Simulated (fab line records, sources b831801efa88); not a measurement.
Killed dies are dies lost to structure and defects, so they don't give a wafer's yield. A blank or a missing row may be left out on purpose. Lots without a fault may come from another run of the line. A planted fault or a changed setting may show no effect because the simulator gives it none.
Chamber matching | flow gf180mcu | GF_V5_CMP_04 on cmp-01: 4 sister chambers
The step polishes SiO2. 4 wafers are shown with their chamber, then 8 later ones without.

WAFERS WITH THEIR CHAMBER
wafer  | chamber | motor_current_A (A)
L860.2 | 3       | 11.9
L866.2 | 2       | 10.4
L866.6 | 0       | 11.3
L874.1 | 1       | 11.6

WAFERS WITHOUT THEIR CHAMBER
wafer  | motor_current_A (A)
L874.2 | 11.0
L874.5 | 11.2
L876.1 | 11.9
L876.2 | 11.3
L876.5 | 11.1
L878.3 | 11.1
L878.4 | 10.7
L878.6 | 11.6

WHICH CHAMBER EACH WENT THROUGH
wafer  | from the rows above          | in truth
L874.2 | can't be placed: 0 or 1 or 2 | 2
L874.5 | can't be placed: 0 or 1      | 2
L876.1 | can't be placed: 3 or 1      | 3
L876.2 | can't be placed: 0 or 1      | 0
L876.5 | can't be placed: 0 or 1      | 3
L878.3 | can't be placed: 0 or 1      | 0
L878.4 | can't be placed: 2 or 0      | 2
L878.6 | can't be placed: 1 or 0 or 3 | 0
Placed correctly: 0 of 8. Can't be placed from these rows: 8 (the true chamber is among the candidates in 6). Placed wrongly: 0.
How it was worked out, from the rows above alone: a wafer's distance from a chamber is the root of the sum, over the readings, of the square of ((its reading less the chamber's mean) divided by the reading's scatter). The wafer belongs to the nearest chamber; if the next one is less than 2 further off, it can't be placed. A chamber's mean is the mean of its shown wafers. The scatter: with one shown wafer a chamber, the root of the mean of the squares of how far each hidden wafer lies from its nearest shown one.
